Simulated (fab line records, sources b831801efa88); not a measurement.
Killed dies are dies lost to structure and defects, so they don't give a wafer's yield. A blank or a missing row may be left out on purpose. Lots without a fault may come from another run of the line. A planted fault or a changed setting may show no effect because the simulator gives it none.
Which tool did it? | flow sky130 | 13 lots, 39 wafers sampled, at 5 steps of a route of 708

WHAT THE GAUGES READ, wafer by wafer
The record holds no reading of a measuring or inspecting step that can be judged against a usual standard deviation.

WHICH TOOL RAN EACH LOT (tool, then ch and the chambers of the sampled wafers, then the start)
lot  | SKY_METAL4_SPUTTER_03        | SKY_VIA4_STRIP_14               | SKY_METAL5_SPUTTER_01        | SKY_METAL5_SPUTTER_02        | SKY_PAD_OPEN_PROBE_99
L478 | pvd_sputter-03, day 40 07:05 | wet_bench-03 ch 1, day 43 08:47 | pvd_sputter-03, day 43 10:04 | pvd_sputter-03, day 43 10:05 | -
L479 | pvd_sputter-03, day 40 20:26 | wet_bench-01 ch 0, day 43 20:05 | pvd_sputter-02, day 43 21:18 | pvd_sputter-02, day 43 21:20 | -
L480 | pvd_sputter-04, day 41 00:38 | wet_bench-04 ch 2, day 44 01:29 | pvd_sputter-03, day 44 02:41 | pvd_sputter-03, day 44 02:43 | -
L481 | pvd_sputter-04, day 41 07:22 | wet_bench-04 ch 1, day 44 07:20 | pvd_sputter-03, day 44 08:33 | pvd_sputter-03, day 44 08:35 | -
L483 | pvd_sputter-04, day 41 20:34 | wet_bench-03 ch 2, day 44 19:26 | pvd_sputter-02, day 44 21:04 | pvd_sputter-02, day 44 21:05 | -
L486 | pvd_sputter-04, day 42 12:46 | wet_bench-03 ch 2, day 45 11:20 | pvd_sputter-02, day 45 12:34 | pvd_sputter-02, day 45 12:35 | -
L487 | pvd_sputter-03, day 42 17:49 | wet_bench-03 ch 1, day 45 15:05 | pvd_sputter-03, day 45 16:18 | pvd_sputter-03, day 45 16:19 | -
L488 | pvd_sputter-04, day 43 03:01 | wet_bench-03 ch 3, day 46 00:17 | pvd_sputter-03, day 46 01:38 | pvd_sputter-03, day 46 01:39 | -
L493 | pvd_sputter-04, day 44 16:04 | wet_bench-03 ch 3, day 47 09:44 | pvd_sputter-03, day 47 11:12 | pvd_sputter-03, day 47 11:13 | prober-02, day 49 22:51
L496 | pvd_sputter-03, day 45 00:19 | wet_bench-03 ch 2, day 47 17:56 | pvd_sputter-02, day 47 19:09 | pvd_sputter-02, day 47 19:10 | prober-02, day 50 03:32
L495 | pvd_sputter-04, day 45 02:29 | wet_bench-03 ch 2, day 47 20:02 | pvd_sputter-03, day 47 21:14 | pvd_sputter-03, day 47 21:16 | prober-01, day 50 05:29
L499 | pvd_sputter-04, day 46 03:55 | wet_bench-01 ch 2, day 48 19:02 | pvd_sputter-03, day 48 20:44 | pvd_sputter-03, day 48 20:45 | -
L500 | pvd_sputter-04, day 46 12:34 | wet_bench-01 ch 2, day 49 01:32 | pvd_sputter-03, day 49 02:44 | pvd_sputter-03, day 49 02:46 | -
- SKY_METAL4_SPUTTER_03: material Ti, target thk 5 nm, time 3.3 s.
- SKY_VIA4_STRIP_14: strips in post etch residue remover, time 1200 s.
- SKY_METAL5_SPUTTER_01: material TiN, target thk 20 nm, time 16.7 s.
- SKY_METAL5_SPUTTER_02: material AlCu, target thk 1150 nm, time 61.2 s.
- SKY_PAD_OPEN_PROBE_99

WHAT THE TOOLS THEMSELVES READ (means of the sampled wafers that have a number; where no wafer has one, the mark that the record gives instead)
SKY_METAL4_SPUTTER_03. Usual: throttle_valve_pct 30.2 %, standard deviation 0.72.
lot  | tool           | throttle_valve_pct (%) | flag
L478 | pvd_sputter-03 | 30.0                   |
L479 | pvd_sputter-03 | 30.2                   |
L480 | pvd_sputter-04 | 30.1                   |
L481 | pvd_sputter-04 | 30.5                   |
L483 | pvd_sputter-04 | 30.5                   |
L486 | pvd_sputter-04 | 30.4                   |
L487 | pvd_sputter-03 | 30.1                   |
L488 | pvd_sputter-04 | 30.3                   |
L493 | pvd_sputter-04 | 30.1                   |
L496 | pvd_sputter-03 | 30.4                   |
L495 | pvd_sputter-04 | 30.7                   |
L499 | pvd_sputter-04 | 30.4                   |
L500 | pvd_sputter-04 | 30.1                   |

SKY_VIA4_STRIP_14. Usual: bath_heat_duty_pct 14.7 %, standard deviation 1.4.
lot  | tool         | bath_heat_duty_pct (%) | flag
L478 | wet_bench-03 | 13.4                   |
L479 | wet_bench-01 | 12.8                   |
L480 | wet_bench-04 | 17.5                   |
L481 | wet_bench-04 | 14.0                   |
L483 | wet_bench-03 | 14.3                   |
L486 | wet_bench-03 | 14.7                   |
L487 | wet_bench-03 | 13.5                   |
L488 | wet_bench-03 | 14.2                   |
L493 | wet_bench-03 | 14.6                   |
L496 | wet_bench-03 | 14.6                   |
L495 | wet_bench-03 | 13.9                   |
L499 | wet_bench-01 | 14.2                   |
L500 | wet_bench-01 | 14.7                   |

SKY_METAL5_SPUTTER_01. Usual: throttle_valve_pct 30.1 %, standard deviation 0.69.
lot  | tool           | throttle_valve_pct (%) | flag
L478 | pvd_sputter-03 | 30.7                   |
L479 | pvd_sputter-02 | 29.4                   |
L480 | pvd_sputter-03 | 30.2                   |
L481 | pvd_sputter-03 | 30.4                   |
L483 | pvd_sputter-02 | 29.5                   |
L486 | pvd_sputter-02 | 29.3                   |
L487 | pvd_sputter-03 | 30.3                   |
L488 | pvd_sputter-03 | 30.2                   |
L493 | pvd_sputter-03 | 30.3                   |
L496 | pvd_sputter-02 | 30.0                   |
L495 | pvd_sputter-03 | 30.3                   |
L499 | pvd_sputter-03 | 30.2                   |
L500 | pvd_sputter-03 | 30.0                   |

SKY_METAL5_SPUTTER_02. Usual: throttle_valve_pct 30.1 %, standard deviation 0.68.
lot  | tool           | throttle_valve_pct (%) | flag
L478 | pvd_sputter-03 | 30.6                   |
L479 | pvd_sputter-02 | 29.4                   |
L480 | pvd_sputter-03 | 30.3                   |
L481 | pvd_sputter-03 | 30.2                   |
L483 | pvd_sputter-02 | 29.4                   |
L486 | pvd_sputter-02 | 29.4                   |
L487 | pvd_sputter-03 | 30.6                   |
L488 | pvd_sputter-03 | 30.2                   |
L493 | pvd_sputter-03 | 30.2                   |
L496 | pvd_sputter-02 | 30.0                   |
L495 | pvd_sputter-03 | 30.2                   |
L499 | pvd_sputter-03 | 30.2                   |
L500 | pvd_sputter-03 | 29.9                   |

SKY_PAD_OPEN_PROBE_99. Usual: defect_limited_yield 82.5 %, standard deviation 2; killed_at_M0_to_M3 44, standard deviation 7; killed_at_M4_up 3.4, standard deviation 1.7; killed_at_contacts 24, standard deviation 4.9; killed_at_front_end 15, standard deviation 4.5; killed_at_other 0.4, standard deviation 0.61; killed_dies 86, standard deviation 9.7; killed_open 47, standard deviation 7.1; killed_short 39, standard deviation 6.1; sort_bin_3_pad_short 0.9 %, standard deviation 0.42; sort_bin_5_function 10.4 %, standard deviation 1.4; sort_bin_6_memory 6.2 %, standard deviation 1.2; sort_n_pass 406, standard deviation 9.7; sort_yield_pct 82.5 %, standard deviation 2.
lot  | tool      | defect_limited_yield (%) | killed_at_M0_to_M3 | killed_at_M4_up | killed_at_contacts | killed_at_front_end | killed_at_other | killed_dies | killed_open | killed_short | sort_bin_3_pad_short (%) | sort_bin_5_function (%) | sort_bin_6_memory (%) | sort_n_pass | sort_yield_pct (%) | flag
L493 | prober-02 | 77.2                     | 33                 | 40.7            | 23                 | 14                  | 1.0             | 112         | 42          | 33           | 3.8                      | 12.9                    | 6.1                   | 380         | 77.2               | OFF
L496 | prober-02 | 74.1                     | 35                 | 63.0            | 17                 | 13                  | 0.0             | 128         | 35          | 33           | 4.1                      | 16.0                    | 5.9                   | 364         | 74.1               | OFF
L495 | prober-01 | 69.7                     | 46                 | 63.7            | 22                 | 17                  | 0.3             | 149         | 49          | 39           | 3.3                      | 18.9                    | 8.1                   | 343         | 69.7               | OFF

THE ANSWER, worked out from the rows above alone
Rule: a lot is off if the mean of its wafers that have a number lies more than 3 standard deviations from the usual mean. A lot without any number at a reading at which 4 lots or more have one is off too. The other lots that the step has rows for count as sound. The gauges are gone through in route order, then the tools' own readings, and for those a lot's mean is taken as printed above. The first step at which some lot is off is used, and at that step the reading that is off furthest; a lot without a number counts as furthest.
Off: L493, L496, L495, at SKY_PAD_OPEN_PROBE_99 (killed_at_M4_up). Neither off nor sound, because the step has no rows for them: L478, L479, L480, L481, L483, L486, L487, L488, L499, L500.
A tool fits if, at that step or a process step before it, it ran every lot that is off, and no sound lot after the first of them. One fits: wet_bench-03 at SKY_VIA4_STRIP_14. It ran no sound lot before its first lot that is off in this sample, so the start can't be narrowed down.

WHAT THE SIMULATOR HAD PUT IN
Chamber particle source: wet_bench-03, from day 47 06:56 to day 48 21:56, at SKY_VIA4_STRIP_14. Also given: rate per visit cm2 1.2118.
Lots struck among those shown: L493, L496, L495. The rule above found the same.
